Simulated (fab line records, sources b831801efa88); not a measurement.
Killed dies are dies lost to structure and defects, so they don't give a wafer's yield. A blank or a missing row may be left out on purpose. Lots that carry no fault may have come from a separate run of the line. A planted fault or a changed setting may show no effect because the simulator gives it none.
A lot that was struck, set against a sound lot	flow gf180mcu	14 out of 602 route steps
Sound: the wafers L687.1, L687.5, L687.6. The struck wafers were L691.1, L691.5, L691.6. At the end, the cause is stated.
Per side, at each step with rows, come the tool, then ch with its chambers, and then its first start. Under that, the readings that differ: sound wafers	struck wafers	difference of the means	sigmas: that difference in standard deviations of wafers without a fault.
alike: a reading whose means differ by less than 2 such deviations, as well as words and numbers matching on both sides. not compared: withheld readings; readings where some wafer has no value; bounds like >300 that might hide an equal value; numbers whose values overlap and for which the record gives no deviation.
Wherever a step has rows on one side only, a row that says differs or no value, or a row with sigmas, the two part there. Numbers that don't overlap but have no deviation are shown without sigmas and don't part them. A reading missing from all wafers of one side parts the sides only when that side holds two or more wafers.

first, 5 steps without rows for these wafers: GF_V5_COAT_09 (resist thk 1000 nm); GF_V5_SOFTBAKE_10 (time 60 s); GF_V5_EXPOSE_11 (exposes mask Via5, target cd 260 nm); GF_V5_PEB_12 (peb time 90 s); GF_V5_DEVELOP_13 (develop time 60 s).
GF_V5_CD_MEAS_14 targets a cd of 260 nm.
  sound on cd-sem-01, day 28 01:11; struck on cd-sem-02, day 29 07:40
reading	sound	struck	difference	sigmas
cd-nm (nm)	261.9 261.4 262.5	258.5 257.3 257.7	-4.1	-3
GF_V5_OVL_MEAS_15:
  sound on overlay-02, day 28 01:18; struck on overlay-02, day 29 07:47
  alike: V5_OVL
GF_V5_ETCH_16: etches BARC in N2/H2.
  sound on rie-diel-01 ch 1,2,3, day 28 01:20; struck on rie-diel-03 ch 0,1, day 29 07:50
  alike: drypump-motor-current-A, oes-product-au, throttle-valve-pct
GF_V5_ETCH_17: etches SiO2 in C4F8/O2/Ar, stops on TiN, target depth 855 nm.
  sound: rie-diel-01 ch 1,2,3; struck: rie-diel-03 ch 0,1
  alike: oes-product-au
GF_V5_STRIP_18: strips in O2/N2.
  sound on plasma-asher-03 ch 0,1, day 28 01:29; struck on plasma-asher-03 ch 0,1, day 29 07:59
  alike: drypump-motor-current-A, heater-power-w, oes-product-au
  not compared: rf-hours-counter-h
then, 2 steps without rows for these wafers: GF_V5_STRIP_19 (strips in post etch residue remover, time 1200 s); GF_V5_CLEAN_20 (cleans in DIW).
GF_V5_SPUTTER_21: material Ti, target thk 15 nm, time 80.02 s.
  sound on pvd-sputter-03, day 28 02:01; struck on pvd-sputter-03, day 29 08:32
  no value came back on the struck wafers for cathode-dc-power-W (W), chamber-pressure-pa (Pa), throttle-valve-pct (%); on the sound wafers cathode-dc-power-W (W) reads 2500.3 2499.4 2500.3
GF_V5_SPUTTER_22: material TiN, target thk 10 nm, time 40 s.
  sound on pvd-sputter-03, day 28 02:05; struck on pvd-sputter-03, day 29 08:36
  alike: cathode-dc-power-W, chamber-pressure-pa, throttle-valve-pct

## WHERE THEY PART
At GF_V5_CD_MEAS_14 first; at GF_V5_SPUTTER_21 last (within this record only). Later steps at which nothing parts them and some readings are alike: GF_V5_SPUTTER_22.

WHY: what had been put in by the simulator
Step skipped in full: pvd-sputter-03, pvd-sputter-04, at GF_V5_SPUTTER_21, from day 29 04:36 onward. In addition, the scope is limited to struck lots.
